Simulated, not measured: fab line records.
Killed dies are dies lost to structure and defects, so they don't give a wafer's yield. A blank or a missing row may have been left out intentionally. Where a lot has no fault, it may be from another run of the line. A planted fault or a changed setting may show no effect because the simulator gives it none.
Chamber matching	flow sky130	SKY_CONTACT_CVD_00 on pecvd-02: 3 sister chambers
The step deposits Si3N4, target thk 75 nm. 6 wafers are shown with their chamber, then 7 later ones without.

## WAFERS, EACH WITH ITS CHAMBER
wafer	chamber	heater-power-outer-w (W)	heater-power-w (W)
L477.6	2	354	652
L476.4	2	434	755
L479.2	0	472	808
L479.5	1	455	733
L478.1	0	422	772
L478.3	1	410	640

## WAFERS MISSING THEIR CHAMBER
wafer	heater-power-outer-w (W)	heater-power-w (W)
L478.5	427	744
L483.1	443	783
L483.3	431	657
L483.6	462	784
L484.2	425	651
L484.4	431	693
L484.5	358	637

## EACH ONE'S CHAMBER
wafer	from the rows above	in truth
L478.5	can't be placed: 0 or 1 or 2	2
L483.1	can't be placed: 0 or 1 or 2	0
L483.3	can't be placed: 1 or 2 or 0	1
L483.6	can't be placed: 0 or 1 or 2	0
L484.2	can't be placed: 1 or 2 or 0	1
L484.4	can't be placed: 1 or 2 or 0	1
L484.5	can't be placed: 2 or 1 or 0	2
0 of 7 placed correctly. Can't be placed from these rows: 7 (the true chamber is among the candidates in 7). Wrongly placed: 0.
How it was worked out, from the rows above alone: a wafer's distance from a chamber is the root of the sum, over the readings, of the square of ((its reading less the chamber's mean) divided by the reading's scatter). The wafer belongs to the nearest chamber; if the next one is less than 2 further off, it can't be placed. A chamber's mean is the mean of its shown wafers. The scatter: take each reading less its chamber's mean, square it, sum over the shown wafers, divide by the number of wafers less the number of chambers, and take the root.
